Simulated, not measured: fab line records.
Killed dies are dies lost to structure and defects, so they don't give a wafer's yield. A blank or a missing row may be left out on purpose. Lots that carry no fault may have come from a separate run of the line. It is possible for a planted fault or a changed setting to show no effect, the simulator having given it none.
A single fault, viewed from 2 desks    flow sky130    what lay behind the numbers comes last; until then each desk has only its own

AT THE METROLOGY DESK
Lot by lot, what the gauges showed, no matter which tool ran the lot: averages of those sampled wafers that carry a number. A lot is out of limits, marked OUT, if its mean lies more than 4 standard deviations from the usual mean; the brackets give that distance.
Columns: A = POLY_GATE_OXIDATION_THK at SKY_POLY_GATE_THK_MEAS_21, usual 3.96 nm; B = cd_nm at SKY_POLY_GATE_CD_MEAS_22, usual 149.7 nm; C = LDD_N_OVL at SKY_LDD_N_OVL_MEAS_07, usual -0.3 nm
lot   first seen here  A     B      C
L363  day 19 13:12     3.88  147.8  -0.8
L366  day 20 08:17     3.99  147.1  1.5
L372  day 22 01:41     4.00  151.1  0.7
L373  day 22 06:27     3.99  147.7  1.0
L376  day 23 05:31     3.74  150.1  -0.7
L380  day 24 18:35     3.96  148.4  0.9
This desk found nothing out of limits on any of the 6 lots.

FOR THE TOOL OWNER'S DESK: implanter-02
The tool's own readings at SKY_LDD_N_IMPLANT_08: means of the sampled wafers that have a number, for each lot that ran on this tool. A lot is out of limits, marked OUT, if its mean lies more than 4 standard deviations from the usual mean; the brackets give that distance.
Columns: A = beam_energy_keV at SKY_LDD_N_IMPLANT_08, usual 20.001; B = beam_on_s at SKY_LDD_N_IMPLANT_08, usual 10.00 s
lot   first seen here  A                         B
L366  day 21 14:46     20.008                    10.06
L372  day 23 07:41     17.999 (-99 or more) OUT  9.95
L373  day 23 13:12     17.987 (-99 or more) OUT  10.14
This desk's finding: out of limits on L372, L373; first on L372, day 23 07:41 (beam_energy_keV at SKY_LDD_N_IMPLANT_08). Within limits: L366.

ALL TOGETHER
An alarm could have come from the tool owner's desk at day 23 07:41, on L372, L373.
Metrology desk: nothing out of limits seen.
The metrology desk holds a record of L372, L373, inside its limits.
The lots listed all ran SKY_LDD_N_IMPLANT_08 on implanter-02.

WHAT THE SIMULATOR HAD INSERTED
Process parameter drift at SKY_LDD_N_IMPLANT_08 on implanter-02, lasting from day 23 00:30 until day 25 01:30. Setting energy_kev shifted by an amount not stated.
Lots struck among those shown: L372, L373.
Each desk's first reading out of limits, in hours after the fault started: the tool owner's desk, 7.
